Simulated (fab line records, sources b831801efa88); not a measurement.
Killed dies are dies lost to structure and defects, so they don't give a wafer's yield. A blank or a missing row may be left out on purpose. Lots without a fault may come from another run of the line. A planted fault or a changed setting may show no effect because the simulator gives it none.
Tool commonality check | flow gf180mcu | 15 lots, 54 wafers sampled

WHY IT WAS OPENED
At GF_HV_LDD_THK_MEAS_55 the reading HV_LDD_CVD_54_THK is flagged on 3 of 15 lots. Wafers without a fault read 9.96 nm, standard deviation 0.13.
Rule: a lot is flagged when every wafer of it that has a number lies more than 4 standard deviations from that mean, or none has a number. The other lots count as sound.

lot  | measured     | on            | HV_LDD_CVD_54_THK (nm), wafer by wafer | flag
L788 | day 13 01:13 | film_metro-01 | 10.00 10.08 9.99                       |
L789 | day 13 03:40 | film_metro-03 | 10.13 10.13 10.10                      |
L790 | day 13 12:56 | film_metro-03 | 9.76 9.95 9.84                         |
L791 | day 14 03:25 | film_metro-03 | 9.84 9.84 10.01                        |
L793 | day 14 18:35 | film_metro-04 | 9.84 9.95 9.87                         |
L794 | day 15 04:23 | film_metro-04 | 10.10 9.93 10.13                       |
L795 | day 15 05:17 | film_metro-01 | 9.94 9.94 9.91                         |
L797 | day 15 18:43 | film_metro-04 | 10.01 9.88 9.94                        |
L796 | day 15 19:27 | film_metro-04 | 9.80 9.73 9.72                         |
L800 | day 17 02:50 | film_metro-04 | 9.88 9.83 9.93                         |
L801 | day 17 05:44 | film_metro-03 | 9.84 9.93 9.84                         |
L802 | day 17 13:43 | film_metro-04 | 8.64 8.58 8.72 8.60 8.57 8.75          | FLAGGED
L803 | day 17 18:47 | film_metro-03 | 8.69 8.78 8.80 8.72 8.79 8.76          | FLAGGED
L807 | day 19 06:49 | film_metro-03 | 8.95 8.94 8.84 8.95 8.97 8.84          | FLAGGED
L810 | day 20 10:24 | film_metro-01 | 10.08 10.13 10.03                      |
The numbers of the flagged lots are 8.77 nm on average: -1.19 nm against the usual, or -9 standard deviations.

WHICH TOOL RAN EACH LOT
The record holds 1 process step before the reading, out of a route of 602 steps. In each cell: the tool, then ch and the chambers that the sampled wafers went through, then the start.
lot  | flag    | GF_HV_LDD_CVD_54
L788 |         | lpcvd-02 ch 0, day 13 00:11
L789 |         | lpcvd-02 ch 1, day 13 02:38
L790 |         | lpcvd-01 ch 1, day 13 11:53
L791 |         | lpcvd-01 ch 1, day 14 02:23
L793 |         | lpcvd-01 ch 1, day 14 17:34
L794 |         | lpcvd-01 ch 1, day 15 03:22
L795 |         | lpcvd-02 ch 1, day 15 04:16
L797 |         | lpcvd-02 ch 0, day 15 17:41
L796 |         | lpcvd-01 ch 0, day 15 18:26
L800 |         | lpcvd-01 ch 1, day 17 01:49
L801 |         | lpcvd-01 ch 1, day 17 04:43
L802 | FLAGGED | lpcvd-02 ch 0, day 17 12:41
L803 | FLAGGED | lpcvd-02 ch 0, day 17 17:46
L807 | FLAGGED | lpcvd-02 ch 0, day 19 05:17
L810 |         | lpcvd-01 ch 0, day 20 09:22
What these steps do:
- GF_HV_LDD_CVD_54: deposits SiO2 from TEOS, target thk 10 nm, time 75 s.
- GF_HV_LDD_THK_MEAS_55

FLAGGED OVER TOTAL, TOOL BY TOOL (the gauges that took the reading come last)
step                  | tool          | lots run | flagged | share of the flagged lots | sound lots run after its first flagged lot
GF_HV_LDD_CVD_54      | lpcvd-01      | 8        | 0       | none                      | -
GF_HV_LDD_CVD_54      | lpcvd-02      | 7        | 3       | all                       | 0
GF_HV_LDD_THK_MEAS_55 | film_metro-01 | 3        | 0       | none                      | -
GF_HV_LDD_THK_MEAS_55 | film_metro-03 | 6        | 2       | some                      | 0
GF_HV_LDD_THK_MEAS_55 | film_metro-04 | 6        | 1       | some                      | 0

WHAT THE TABLE ALLOWS
1 row of the table ran every flagged lot: lpcvd-02 at GF_HV_LDD_CVD_54.
- lpcvd-02 at GF_HV_LDD_CVD_54: 3 of its 7 lots flagged. Its last sound lot is L797 (day 15 17:41), its first flagged lot L802 (day 17 12:41): a fault that began between those two fits.
One tool is left: lpcvd-02 at GF_HV_LDD_CVD_54.

WHAT THE SIMULATOR HAD PUT IN
Site profile drift: lpcvd-02, from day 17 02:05 on, at GF_HV_LDD_CVD_54. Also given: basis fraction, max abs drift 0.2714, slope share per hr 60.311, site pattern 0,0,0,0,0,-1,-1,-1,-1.
Lots struck among those shown: L802, L803, L807. The rule above found the same.
